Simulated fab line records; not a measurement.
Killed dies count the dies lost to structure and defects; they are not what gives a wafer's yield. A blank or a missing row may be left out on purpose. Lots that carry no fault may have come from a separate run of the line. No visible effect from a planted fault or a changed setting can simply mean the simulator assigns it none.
Which tool was responsible? ; flow gf180mcu ; 13 lots with 39 wafers sampled at 3 steps, on a route of 602 steps

== WHAT THE GAUGES READ, wafer by wafer ==
GF_TOP_METAL_RS_MEAS_05: the measuring method here is four-point-probe.
lot;measured;on;TOP_METAL_ALCU_RS (ohm/sq)
L785;day 27 19:37;film_metro-04;0.0321 0.0328 0.0325
L786;day 27 23:41;film_metro-04;0.0325 0.0322 0.0326
L787;day 28 08:05;film_metro-02;0.0322 0.0329 0.0322
L788;day 28 19:20;film_metro-03;0.0333 0.0332 0.0337
L790;day 29 06:46;film_metro-03;0.0325 0.0326 0.0323
L791;day 29 10:23;film_metro-04;0.0329 0.0330 0.0325
L793;day 30 07:17;film_metro-02;0.0335 0.0331 0.0334
L794;day 30 12:05;film_metro-03;0.0331 0.0330 0.0332
L796;day 31 00:47;film_metro-02;0.0325 0.0330 0.0329
L799;day 31 18:41;film_metro-04;0.0323 0.0324 0.0328
L801;day 32 08:08;film_metro-03;0.0331 0.0334 0.0330
L803;day 32 21:38;film_metro-04;0.0323 0.0329 0.0325
L807;day 33 16:59;film_metro-02;0.0334 0.0336 0.0328

== EACH LOT AND THE TOOL THAT RAN IT (in order: tool; ch and the chambers of the sampled wafers; start) ==
lot;GF_V3_SPUTTER_21;GF_TOP_METAL_SPUTTER_01
L785;pvd_sputter-01, day 22 22:58;pvd_sputter-04, day 27 19:28
L786;pvd_sputter-01, day 23 06:12;pvd_sputter-04, day 27 23:33
L787;pvd_sputter-03, day 23 13:13;pvd_sputter-04, day 28 07:56
L788;pvd_sputter-01, day 24 02:10;pvd_sputter-02, day 28 19:11
L790;pvd_sputter-03, day 24 16:41;pvd_sputter-03, day 29 06:36
L791;pvd_sputter-03, day 24 20:26;pvd_sputter-04, day 29 10:15
L793;pvd_sputter-03, day 25 19:56;pvd_sputter-02, day 30 07:09
L794;pvd_sputter-01, day 26 00:55;pvd_sputter-03, day 30 11:57
L796;pvd_sputter-03, day 26 15:57;pvd_sputter-04, day 31 00:40
L799;pvd_sputter-03, day 27 13:08;pvd_sputter-04, day 31 18:34
L801;pvd_sputter-03, day 28 03:33;pvd_sputter-02, day 32 08:00
L803;pvd_sputter-03, day 28 17:40;pvd_sputter-02, day 32 21:31
L807;pvd_sputter-02, day 29 19:46;pvd_sputter-02, day 33 16:52
- GF_V3_SPUTTER_21: material Ti, target thk 15 nm, time 80.02 s.
- GF_TOP_METAL_SPUTTER_01: material TiN, target thk 30 nm, time 25 s.

== AS READ BY THE TOOLS THEMSELVES (means over the sampled wafers that have a number; for cases with no such wafer, the mark the record gives instead) ==
GF_V3_SPUTTER_21.
lot;tool;cathode_dc_power_W (W);throttle_valve_pct (%)
L785;pvd_sputter-01;2499.9;30.7
L786;pvd_sputter-01;2500.2;31.0
L787;pvd_sputter-03;2500.2;30.5
L788;pvd_sputter-01;2500.2;29.8
L790;pvd_sputter-03;2500.0;30.8
L791;pvd_sputter-03;2499.6;30.7
L793;pvd_sputter-03;2499.4;30.6
L794;pvd_sputter-01;2499.7;30.3
L796;pvd_sputter-03;2499.7;30.1
L799;pvd_sputter-03;2500.2;30.8
L801;pvd_sputter-03;2500.3;30.0
L803;pvd_sputter-03;2500.1;30.4
L807;pvd_sputter-02;2499.6;30.3

GF_TOP_METAL_SPUTTER_01.
lot;tool;cathode_dc_power_W (W);throttle_valve_pct (%)
L785;pvd_sputter-04;6500.9;31.3
L786;pvd_sputter-04;6499.0;31.2
L787;pvd_sputter-04;6500.3;30.7
L788;pvd_sputter-02;6500.8;31.9
L790;pvd_sputter-03;6500.0;30.9
L791;pvd_sputter-04;6499.1;29.8
L793;pvd_sputter-02;6498.7;31.1
L794;pvd_sputter-03;6499.4;30.8
L796;pvd_sputter-04;6499.4;30.6
L799;pvd_sputter-04;6499.8;30.3
L801;pvd_sputter-02;6500.1;31.6
L803;pvd_sputter-02;6498.9;30.5
L807;pvd_sputter-02;6499.3;30.4

== THE ANSWER, worked out from the rows above alone ==
Rule: usual is defined by the lots themselves. The widest of any qualifying gaps counts: lots, ordered by their means at a reading, are off when they make up no more than a third of the lots, leave a main group of 4 or more, and stand apart from it by 3 or more times the standard deviation of that group's means. A main group whose means are all the same, to the digits that the tables above print for the reading, isn't used. A lot without any number at a reading at which 4 lots or more have one is off too. All remaining lots with rows at the step are treated as sound. First the gauges in route order, then the tools' own readings, where a lot's mean is used as printed above. The first step at which some lot is off is used, and at that step the reading that is off furthest; a lot without a number counts as furthest.
No lot is off on any of the readings shown, so nothing can be concluded from this.

== WHAT HAD BEEN PUT IN BY THE SIMULATOR ==
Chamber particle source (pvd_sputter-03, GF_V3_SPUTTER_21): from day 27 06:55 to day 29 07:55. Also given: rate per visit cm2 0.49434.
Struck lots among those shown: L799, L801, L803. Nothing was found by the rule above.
